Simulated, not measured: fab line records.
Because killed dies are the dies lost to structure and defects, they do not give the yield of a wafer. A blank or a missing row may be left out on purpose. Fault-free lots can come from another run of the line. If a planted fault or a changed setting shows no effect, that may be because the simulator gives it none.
fab line records	flow sfq-line	part 1 of 2: steps 1 to 30 of 41
record lots=5	wafers=15	last-day=91
route steps=325 shown I4@165 JJ@178 M5@198
lots with no fault: from the same line, run without faults
start-h: the number of hours between the record's first day and the start of the first shown wafer of the lot	wait-h: time in hours since the lot's previous step	" the same as in the row above	L1.1+2: a single row standing in for several wafers	- no value, or no start given	* or withheld: withheld	< > ~ a bound
route shown NAME@n: NAME is a module with steps in the file, n the number in the route of the first one	usual: the fault-free wafers' mean and standard deviation	same: alike in all rows	chamber/n: place in a boat	sites: each site's reading	_std_site: the standard deviation of these	_edge_site: inner sites' mean taken away from outer sites' mean	radius-mm: how far each site lies from the wafer's centre	mask NAME#n: copy n	behind: the last tool/chamber to shape the wafer	hold: what put the lot on hold/how long, in hours/how the hold closed	device: transistor that didn't switch, given as n, p or np	end of line: tests of these same wafers at the route's end	a step without rows: its recipe alone	killed: dies lost to structure and defects at the first sort, not the wafer's yield	map: a wafer's dies, x killed, . not, _ none there
set.NAME: the run value of the setting; set.NAME@STEP: its run value at that earlier step	model.NAME: the simulator's own value behind a step, which no gauge read
lots at selected steps of the route; one table per step, one row per wafer
services: when a tool's chamber went out of use (start-h, in hours from the record's first day, below 0 if earlier), for how many hours, and the reason
## steps
# step SFQ_I4_BOW_MEAS_927
# recipe mode=bow
# usual I4_BOW=4/8.7
lot.wafer	tool	chamber	start-h	wait-h	I4_BOW[um]
L075.1	film-metro-04	-	1060.22	2.0	2
L075.3	"	-	"	"	2
L075.4	"	-	"	"	-2
L087.1	film-metro-03	-	1147.22	2.0	2
L087.2	"	-	"	"	11
L087.6	"	-	"	"	6
L091.2	film-metro-02	-	1296.62	2.0	14
L091.3	"	-	"	"	11
L091.6	"	-	"	"	8
L093.1	film-metro-04	-	1307.91	1.0	24
L093.3	"	-	"	"	22
L093.4	"	-	"	"	15
L094.2	film-metro-04	-	1335.33	2.5	-1
L094.4	"	-	"	"	9
L094.6	"	-	"	"	11
# step SFQ_TRILAYER_I4_METRO_MEASURE_101
# usual thk-nm=199.6/1.1
lot.wafer	tool	chamber	start-h	wait-h	thk-nm
L075.1	film-metro-04	-	1060.34	0.1	199.9
L075.3	"	-	"	"	199.3
L075.4	"	-	"	"	200.4
L087.1	film-metro-03	-	1147.34	0.1	200.5
L087.2	"	-	"	"	197.7
L087.6	"	-	"	"	199.0
L091.2	film-metro-02	-	1296.92	0.3	199.1
L091.3	"	-	"	"	197.9
L091.6	"	-	"	"	199.5
L093.1	film-metro-04	-	1308.03	0.1	197.6
L093.3	"	-	"	"	198.3
L093.4	"	-	"	"	198.2
L094.2	film-metro-04	-	1335.63	0.3	199.4
L094.4	"	-	"	"	197.7
L094.6	"	-	"	"	198.8
# step SFQ_TRILAYER_I4_VIA_LITHO_COAT_108
# recipe resist=BARC	spin-rpm=3000	resist-thk-nm=62
lot.wafer	tool	chamber	start-h	wait-h
L075.1+3+4	litho-track-04	0	1061.54	1.0
L087.1+2+6	litho-track-04	0	1148.54	1.0
L091.2+3+6	litho-track-04	0	1297.97	0.8
L093.1+3+4	litho-track-04	0	1309.23	1.0
L094.2+4+6	litho-track-03	0	1336.68	0.8
# step SFQ_TRILAYER_I4_VIA_LITHO_COAT_103
# recipe resist=KrF	spin-rpm=3000	resist-thk-nm=650
lot.wafer	tool	chamber	start-h	wait-h
L075.1+3+4	litho-track-04	0	1061.84	0.2
L087.1+2+6	litho-track-04	0	1148.84	0.2
L091.2+3+6	litho-track-04	0	1298.27	0.2
L093.1+3+4	litho-track-04	0	1309.53	0.2
L094.2+4+6	litho-track-03	0	1336.98	0.2
# step SFQ_TRILAYER_I4_VIA_LITHO_SOFTBAKE_107
# recipe temp-c=withheld	time-s=withheld	resist=KrF
lot.wafer	tool	chamber	start-h	wait-h
L075.1+3+4	litho-track-04	0	1062.14	0.2
L087.1+2+6	litho-track-04	0	1149.14	0.2
L091.2+3+6	litho-track-04	0	1298.54	0.2
L093.1+3+4	litho-track-04	0	1309.83	0.2
L094.2+4+6	litho-track-03	0	1337.25	0.2
# step SFQ_TRILAYER_I4_VIA_LITHO_EXPOSE_104
# recipe mask-id=I4	na=0.6	source-shape=conventional	sigma-outer=0.65	target-cd-nm=700	dose-mj=21.3
lot.wafer	tool	chamber	start-h	wait-h	mask
L075.1+3+4	krf-scanner-02	0	1191.57	-	I4#0
L087.1+2+6	krf-scanner-01	0	1264.90	-	I4#0
L091.2+3+6	krf-scanner-02	0	1403.42	-	I4#0
L093.1+3+4	krf-scanner-01	0	1412.95	-	I4#0
L094.2+4+6	krf-scanner-02	0	1465.43	-	I4#0
# step SFQ_TRILAYER_I4_VIA_LITHO_PEB_106
# recipe peb-temp-c=115	peb-time-s=60	resist=KrF
lot.wafer	tool	chamber	start-h	wait-h
L075.1+3+4	litho-track-02	0	1192.77	1.0
L087.1+2+6	litho-track-02	0	1266.10	1.0
L091.2+3+6	litho-track-03	0	1404.45	0.8
L093.1+3+4	litho-track-04	0	1414.15	1.0
L094.2+4+6	litho-track-03	0	1466.45	0.8
# step SFQ_TRILAYER_I4_VIA_LITHO_DEVELOP_105
# recipe time-s=60	resist=KrF
lot.wafer	tool	chamber	start-h	wait-h
L075.1+3+4	litho-track-02	0	1192.92	0.1
L087.1+2+6	litho-track-02	0	1266.25	0.1
L091.2+3+6	litho-track-03	0	1404.60	0.1
L093.1+3+4	litho-track-04	0	1414.30	0.1
L094.2+4+6	litho-track-03	0	1466.60	0.1
# step SFQ_I4_OVL_MEAS_928
# usual I4_OVL=-1/5.6
lot.wafer	tool	chamber	start-h	wait-h	I4_OVL[nm]
L075.1	overlay-01	-	1193.07	0.1	-3
L075.3	"	-	"	"	-3
L075.4	"	-	"	"	-4
L087.1	overlay-01	-	1266.40	0.1	4
L087.2	"	-	"	"	3
L087.6	"	-	"	"	-2
L091.2	overlay-02	-	1404.73	0.1	10
L091.3	"	-	"	"	8
L091.6	"	-	"	"	4
L093.1	overlay-01	-	1414.45	0.1	3
L093.3	"	-	"	"	9
L093.4	"	-	"	"	6
L094.2	overlay-02	-	1466.73	0.1	4
L094.4	"	-	"	"	-3
L094.6	"	-	"	"	-5
# step SFQ_TRILAYER_I4_VIA_BARC_OPEN_VIA_ETCH_146
# recipe mask-material=PR	chemistry=O2	target-depth-nm=125	target=BARC	source-w=500	bias-w=80	pressure-mtorr=30	time-s=41.7
# usual drypump-motor-current-A=5.8/0.41	oes-product-au=0.685/0.005
lot.wafer	tool	chamber	start-h	wait-h	drypump-motor-current-A	oes-product-au	rf-hours-counter-h
L075.1	rie-diel-02	1	1193.11	0.0	5.6	0.685	4
L075.3	"	0	"	"	5.6	0.683	19
L075.4	"	3	"	"	5.6	0.688	18
L087.1	rie-diel-03	3	1266.43	0.0	5.6	0.690	10
L087.2	"	2	"	"	5.9	0.678	18
L087.6	"	3	"	"	5.6	0.697	-
L091.2	rie-diel-03	1	1404.76	0.0	6.5	0.690	15
L091.3	"	3	"	"	5.6	0.689	11
L091.6	"	1	"	"	6.5	0.693	-
L093.1	rie-diel-01	0	1414.49	0.0	5.6	0.685	16
L093.3	"	1	"	"	5.4	0.682	14
L093.4	"	2	"	"	5.9	0.676	11
L094.2	rie-diel-02	0	1466.76	0.0	5.6	0.687	1
L094.4	"	3	"	"	5.6	0.682	-
L094.6	"	1	"	"	5.6	0.686	-
# step SFQ_TRILAYER_I4_VIA_ETCH_VIA_ETCH_106
# recipe target=SiO2	stop-on=Nb	mask-material=PR	taper-deg=20	chemistry=CHF3	target-depth-nm=260	source-w=500	bias-w=80	pressure-mtorr=30	time-s=withheld
# usual drypump-motor-current-A=5.8/0.41	oes-product-au=0.853/0.0051
lot.wafer	tool	chamber	start-h	wait-h	drypump-motor-current-A	oes-product-au
L075.1	rie-diel-02	1	1193.15	0.0	5.6	0.860
L075.3	"	0	"	"	5.6	0.860
L075.4	"	3	"	"	5.6	0.852
L087.1	rie-diel-03	3	1266.47	0.0	5.6	0.849
L087.2	"	2	"	"	5.9	0.847
L087.6	"	3	"	"	5.6	0.853
L091.2	rie-diel-03	1	1404.80	0.0	6.5	0.857
L091.3	"	3	"	"	5.6	0.849
L091.6	"	1	"	"	6.5	0.848
L093.1	rie-diel-01	0	1414.53	0.0	5.6	0.854
L093.3	"	1	"	"	5.4	0.849
L093.4	"	2	"	"	5.9	0.856
L094.2	rie-diel-02	0	1466.80	0.0	5.6	0.852
L094.4	"	3	"	"	5.6	0.850
L094.6	"	1	"	"	5.6	0.856
# step SFQ_TRILAYER_I4_VIA_STRIP_STRIP_107
# recipe gas=O2	power-w=200	platen-temp-c=40	overash-fraction=0.65	chemistry=O2	pressure-mtorr=50
# usual drypump-motor-current-A=5.73/0.23	oes-product-au=0.999/0.0082
lot.wafer	tool	chamber	start-h	wait-h	drypump-motor-current-A	oes-product-au	rf-hours-counter-h
L075.1	rie-metal-01	0	1193.26	-	5.51	1.010	30
L075.3	"	1	"	"	5.43	1.006	-
L075.4	"	0	"	"	5.51	1.005	-
L087.1	rie-metal-03	0	1266.58	-	5.88	1.003	22
L087.2	"	1	"	"	5.73	1.001	127
L087.6	"	1	"	"	5.74	1.003	-
L091.2	rie-metal-04	0	1404.91	-	5.75	1.005	33
L091.3	"	1	"	"	6.15	1.006	-
L091.6	"	1	"	"	6.14	1.007	-
L093.1	rie-metal-04	1	1414.64	-	6.20	1.003	4
L093.3	"	0	"	"	5.79	1.000	-
L093.4	"	1	"	"	6.24	1.005	-
L094.2	rie-metal-03	1	1466.92	-	5.71	0.997	15
L094.4	"	0	"	"	5.91	0.992	-
L094.6	"	0	"	"	5.94	0.993	-
# step SFQ_TRILAYER_I4_VIA_STRIP_SOLV_CLEAN_108
# recipe chemistry=NMP	temp-c=70	time-s=600
lot.wafer	tool	chamber	start-h	wait-h
L075.1+3+4	wet-bench-04	4,1,2	1193.86	0.4
L087.1+2+6	wet-bench-03	1,3,0	1267.18	0.4
L091.2+3+6	wet-bench-02	7,0,3	1405.51	0.4
L093.1+3+4	wet-bench-03	5,7,4	1415.24	0.4
L094.2+4+6	wet-bench-03	2,7,6	1467.52	0.4
# step SFQ_TRILAYER_JJ_TRILAYER_DEP_PRE_CLEAN_113
# recipe gas=Ar	time-s=22.5	bias-v=250
lot.wafer	tool	chamber	start-h	wait-h
L075.1+3+4	pvd-sputter-04	-	1194.03	0.0
L087.1+2+6	pvd-sputter-04	-	1267.36	0.0
L091.2+3+6	pvd-sputter-05	-	1405.69	0.0
L093.1+3+4	pvd-sputter-04	-	1415.41	0.0
L094.2+4+6	pvd-sputter-05	-	1467.71	0.0
# step SFQ_TRILAYER_JJ_TRILAYER_DEP_SPUTTER_109
# recipe material=Nb	base-pressure-pa=1.33e-06	chamber-pressure-pa=0.1333	substrate-temp-c=20	target-thk-nm=150	power-w=2000	time-s=100
# usual base-pressure-pa=1.33e-06/8.8e-08	throttle-valve-pct=30.4/0.98
lot.wafer	tool	chamber	start-h	wait-h	base-pressure-pa	throttle-valve-pct
L075.1	pvd-sputter-04	-	1194.06	0.0	1.18e-06	31.0
L075.3	"	-	"	"	1.38e-06	29.3
L075.4	"	-	"	"	1.44e-06	31.4
L087.1	pvd-sputter-04	-	1267.39	0.0	1.41e-06	30.9
L087.2	"	-	"	"	1.28e-06	31.3
L087.6	"	-	"	"	1.44e-06	30.9
L091.2	pvd-sputter-05	-	1405.72	0.0	1.34e-06	30.1
L091.3	"	-	"	"	1.36e-06	31.0
L091.6	"	-	"	"	1.36e-06	30.1
L093.1	pvd-sputter-04	-	1415.44	0.0	1.38e-06	31.2
L093.3	"	-	"	"	1.28e-06	30.9
L093.4	"	-	"	"	1.34e-06	28.9
L094.2	pvd-sputter-05	-	1467.74	0.0	1.4e-06	30.0
L094.4	"	-	"	"	1.27e-06	28.2
L094.6	"	-	"	"	1.31e-06	30.1
# step SFQ_TRILAYER_JJ_TRILAYER_DEP_SPUTTER_110
# recipe material=Al	base-pressure-pa=1.33e-06	target-thk-nm=8	power-w=500	time-s=10	chamber-pressure-pa=0.4
# usual base-pressure-pa=1.33e-06/9e-08	throttle-valve-pct=30.4/0.97
lot.wafer	tool	chamber	start-h	wait-h	base-pressure-pa	throttle-valve-pct
L075.1	pvd-sputter-04	-	1194.14	0.0	1.54e-06	31.2
L075.3	"	-	"	"	1.28e-06	29.3
L075.4	"	-	"	"	1.31e-06	31.4
L087.1	pvd-sputter-04	-	1267.46	0.0	1.11e-06	31.1
L087.2	"	-	"	"	1.37e-06	31.2
L087.6	"	-	"	"	1.5e-06	31.0
L091.2	pvd-sputter-05	-	1405.79	0.0	1.36e-06	30.3
L091.3	"	-	"	"	1.36e-06	31.0
L091.6	"	-	"	"	1.33e-06	30.0
L093.1	pvd-sputter-04	-	1415.51	0.0	1.41e-06	31.3
L093.3	"	-	"	"	1.35e-06	30.9
L093.4	"	-	"	"	1.3e-06	29.2
L094.2	pvd-sputter-05	-	1467.81	0.0	1.37e-06	30.0
L094.4	"	-	"	"	1.4e-06	28.4
L094.6	"	-	"	"	1.38e-06	30.1
# step SFQ_TRILAYER_JJ_TRILAYER_DEP_AL_OXIDATION_111
# recipe pressure-mbar=0.014667	oxidation-time-s=600	temperature-k=293
lot.wafer	tool	chamber	start-h	wait-h
L075.1+3+4	pvd-sputter-04	-	1194.16	0.0
L087.1+2+6	pvd-sputter-04	-	1267.48	0.0
L091.2+3+6	pvd-sputter-05	-	1405.81	0.0
L093.1+3+4	pvd-sputter-04	-	1415.54	0.0
L094.2+4+6	pvd-sputter-05	-	1467.83	0.0
# step SFQ_TRILAYER_JJ_TRILAYER_DEP_SPUTTER_112
# recipe material=Nb	base-pressure-pa=1.33e-06	chamber-pressure-pa=0.1333	substrate-temp-c=20	target-thk-nm=170	power-w=2000	time-s=113.3
# usual base-pressure-pa=1.35e-06/9.6e-08	throttle-valve-pct=30.4/0.98
lot.wafer	tool	chamber	start-h	wait-h	base-pressure-pa	throttle-valve-pct
L075.1	pvd-sputter-04	-	1195.16	0.5	1.35e-06	31.0
L075.3	"	-	"	"	1.31e-06	29.3
L075.4	"	-	"	"	1.23e-06	31.2
L087.1	pvd-sputter-04	-	1268.48	0.5	1.46e-06	30.9
L087.2	"	-	"	"	1.27e-06	31.4
L087.6	"	-	"	"	1.34e-06	30.8
L091.2	pvd-sputter-05	-	1406.81	0.5	1.3e-06	30.1
L091.3	"	-	"	"	1.41e-06	31.0
L091.6	"	-	"	"	1.32e-06	30.0
L093.1	pvd-sputter-04	-	1416.54	0.5	1.43e-06	31.1
L093.3	"	-	"	"	1.29e-06	31.0
L093.4	"	-	"	"	1.26e-06	29.0
L094.2	pvd-sputter-05	-	1468.83	0.5	1.41e-06	29.9
L094.4	"	-	"	"	1.4e-06	28.1
L094.6	"	-	"	"	1.33e-06	30.3
# step SFQ_JJ_RS_MEAS_929
# recipe thk-meas-gauge=four-point-probe	reads=Nb_of_TRILAYER_JJ_TRILAYER_DEP_SPUTTER_112
# usual JJ_NB_RS=1.050/0.013
lot.wafer	tool	chamber	start-h	wait-h	JJ_NB_RS[ohm/sq]
L075.1	film-metro-03	-	1195.24	0.0	1.052
L075.3	"	-	"	"	1.043
L075.4	"	-	"	"	1.045
L087.1	film-metro-04	-	1268.56	0.0	1.053
L087.2	"	-	"	"	1.046
L087.6	"	-	"	"	1.064
L091.2	film-metro-04	-	1406.91	0.1	1.056
L091.3	"	-	"	"	1.046
L091.6	"	-	"	"	1.053
L093.1	film-metro-04	-	1416.62	0.0	1.043
L093.3	"	-	"	"	1.041
L093.4	"	-	"	"	1.044
L094.2	film-metro-01	-	1468.93	0.1	1.078
L094.4	"	-	"	"	1.065
L094.6	"	-	"	"	1.067
# step SFQ_TRILAYER_JJ_CE_LITHO_COAT_119
# recipe resist=BARC	spin-rpm=3000	resist-thk-nm=62
lot.wafer	tool	chamber	start-h	wait-h
L075.1+3+4	litho-track-04	0	1195.42	0.1
L087.1+2+6	litho-track-02	0	1268.74	0.1
L091.2+3+6	litho-track-01	0	1407.12	0.1
L093.1+3+4	litho-track-01	0	1416.80	0.1
L094.2+4+6	litho-track-02	0	1469.14	0.1
# step SFQ_TRILAYER_JJ_CE_LITHO_COAT_114
# recipe resist=KrF	spin-rpm=3000	resist-thk-nm=600
lot.wafer	tool	chamber	start-h	wait-h
L075.1+3+4	litho-track-04	0	1195.72	0.2
L087.1+2+6	litho-track-02	0	1269.04	0.2
L091.2+3+6	litho-track-01	0	1407.42	0.2
L093.1+3+4	litho-track-01	0	1417.10	0.2
L094.2+4+6	litho-track-02	0	1469.44	0.2
# step SFQ_TRILAYER_JJ_CE_LITHO_SOFTBAKE_118
# recipe temp-c=withheld	time-s=withheld	resist=KrF
lot.wafer	tool	chamber	start-h	wait-h
L075.1+3+4	litho-track-04	0	1196.02	0.2
L087.1+2+6	litho-track-02	0	1269.34	0.2
L091.2+3+6	litho-track-01	0	1407.70	0.2
L093.1+3+4	litho-track-01	0	1417.40	0.2
L094.2+4+6	litho-track-02	0	1469.72	0.2
# step SFQ_TRILAYER_JJ_CE_LITHO_EXPOSE_115
# recipe mask-id=J5	na=0.6	source-shape=conventional	sigma-outer=0.65	target-cd-nm=700	dose-mj=14.4
lot.wafer	tool	chamber	start-h	wait-h	mask
L075.1+3+4	krf-scanner-01	0	1317.34	-	J5#0
L087.1+2+6	krf-scanner-01	0	1331.74	-	J5#0
L091.2+3+6	krf-scanner-01	0	1408.02	-	J5#0
L093.1+3+4	krf-scanner-02	0	1417.67	-	J5#0
L094.2+4+6	krf-scanner-01	0	1470.24	-	J5#0
# step SFQ_TRILAYER_JJ_CE_LITHO_PEB_117
# recipe peb-temp-c=115	peb-time-s=60	resist=KrF
lot.wafer	tool	chamber	start-h	wait-h
L075.1+3+4	litho-track-04	0	1318.54	1.0
L087.1+2+6	litho-track-04	0	1332.94	1.0
L091.2+3+6	litho-track-01	0	1409.05	0.8
L093.1+3+4	litho-track-04	0	1418.87	1.0
L094.2+4+6	litho-track-02	0	1471.26	0.8
# step SFQ_TRILAYER_JJ_CE_LITHO_DEVELOP_116
# recipe time-s=60	resist=KrF
lot.wafer	tool	chamber	start-h	wait-h
L075.1+3+4	litho-track-04	0	1318.69	0.1
L087.1+2+6	litho-track-04	0	1333.09	0.1
L091.2+3+6	litho-track-01	0	1409.20	0.1
L093.1+3+4	litho-track-04	0	1419.02	0.1
L094.2+4+6	litho-track-02	0	1471.41	0.1
# step SFQ_JJ_OVL_MEAS_931
# usual J5_OVL=1/5.6
lot.wafer	tool	chamber	start-h	wait-h	J5_OVL[nm]
L075.1	overlay-01	-	1318.84	0.1	2
L075.3	"	-	"	"	-4
L075.4	"	-	"	"	5
L087.1	overlay-01	-	1333.24	0.1	-1
L087.2	"	-	"	"	1
L087.6	"	-	"	"	-3
L091.2	overlay-01	-	1409.33	0.1	-2
L091.3	"	-	"	"	0
L091.6	"	-	"	"	-4
L093.1	overlay-01	-	1419.17	0.1	9
L093.3	"	-	"	"	8
L093.4	"	-	"	"	-4
L094.2	overlay-01	-	1471.54	0.1	-6
L094.4	"	-	"	"	0
L094.6	"	-	"	"	-1
# step SFQ_TRILAYER_JJ_CE_METRO_MEASURE_117
# usual cd-nm=699.7/1.4
lot.wafer	tool	chamber	start-h	wait-h	cd-nm
L075.1	cd-sem-01	-	1318.87	0.0	701.0
L075.3	"	-	"	"	701.5
L075.4	"	-	"	"	702.2
L087.1	cd-sem-01	-	1333.27	0.0	699.3
L087.2	"	-	"	"	699.0
L087.6	"	-	"	"	698.6
L091.2	cd-sem-01	-	1409.56	0.2	699.4
L091.3	"	-	"	"	699.7
L091.6	"	-	"	"	698.5
L093.1	cd-sem-01	-	1419.21	0.0	700.4
L093.3	"	-	"	"	699.9
L093.4	"	-	"	"	699.0
L094.2	cd-sem-02	-	1471.77	0.2	697.0
L094.4	"	-	"	"	695.7
L094.6	"	-	"	"	696.4
# step SFQ_TRILAYER_JJ_CE_BARC_OPEN_RIE_150
# recipe mask-material=PR	chemistry=O2	target-depth-nm=240	target=BARC	icp-w=600	bias-w=80	pressure-mtorr=10	time-s=80
# usual drypump-motor-current-A=5.8/0.35	oes-product-au=0.537/0.0048
lot.wafer	tool	chamber	start-h	wait-h	drypump-motor-current-A	oes-product-au	rf-hours-counter-h
L075.1	rie-metal-04	1	1320.07	1.0	6.1	0.533	130
L075.3	"	0	"	"	5.8	0.533	-
L075.4	"	1	"	"	6.2	0.541	-
L087.1	rie-metal-04	0	1334.47	1.0	5.7	0.536	21
L087.2	"	1	"	"	6.1	0.533	134
L087.6	"	1	"	"	6.1	0.544	-
L091.2	rie-metal-02	1	1410.56	0.8	6.3	0.545	28
L091.3	"	1	"	"	6.3	0.536	-
L091.6	"	1	"	"	6.3	0.532	-
L093.1	rie-metal-04	0	1420.41	1.0	5.8	0.544	35
L093.3	"	0	"	"	5.8	0.542	-
L093.4	"	1	"	"	6.2	0.537	-
L094.2	rie-metal-04	0	1472.77	0.8	5.8	0.535	41
L094.4	"	0	"	"	5.8	0.528	-
L094.6	"	0	"	"	5.8	0.538	-
# step SFQ_TRILAYER_JJ_CE_ETCH_RIE_118
# recipe target=Nb	stop-on=Al2O3	mask-material=PR	taper-deg=13.257	over-etch-frac=0.15	time-s=97.7	chemistry=SF6	target-depth-nm=170	icp-w=600	bias-w=80	pressure-mtorr=10
# usual drypump-motor-current-A=5.8/0.35	oes-product-au=0.988/0.0082
# same over-etch-frac=0.15
lot.wafer	tool	chamber	start-h	wait-h	drypump-motor-current-A	oes-product-au	rf-hours-counter-h
L075.1	rie-metal-04	1	1320.17	0.1	6.1	0.998	130
L075.3	"	0	"	"	5.8	0.992	-
L075.4	"	1	"	"	6.2	0.996	-
L087.1	rie-metal-04	0	1334.57	0.1	5.8	0.989	21
L087.2	"	1	"	"	6.2	0.999	134
L087.6	"	1	"	"	6.1	0.982	-
L091.2	rie-metal-02	1	1410.65	0.1	6.3	0.983	28
L091.3	"	1	"	"	6.3	0.977	-
L091.6	"	1	"	"	6.3	0.991	-
L093.1	rie-metal-04	0	1420.50	0.1	5.8	0.986	35
L093.3	"	0	"	"	5.8	0.993	-
L093.4	"	1	"	"	6.2	0.994	-
L094.2	rie-metal-04	0	1472.90	0.1	5.7	0.962	41
L094.4	"	0	"	"	5.7	0.981	-
L094.6	"	0	"	"	5.7	0.962	-
# step SFQ_TRILAYER_JJ_ANODIZE_ANODIZE_119
# recipe current-density-ma-cm2=withheld	end-current-density-ma-cm2=withheld	bath-temp-c=withheld
lot.wafer	tool	chamber	start-h	wait-h
L075.1+3+4	wet-bench-06	5,7,6	1320.27	0.1
L087.1+2+6	wet-bench-06	1,4,3	1334.67	0.1
L091.2+3+6	wet-bench-06	1,3,6	1410.76	0.1
L093.1+3+4	wet-bench-06	2,7,3	1420.61	0.1
L094.2+4+6	wet-bench-05	1,3,2	1473.04	0.1
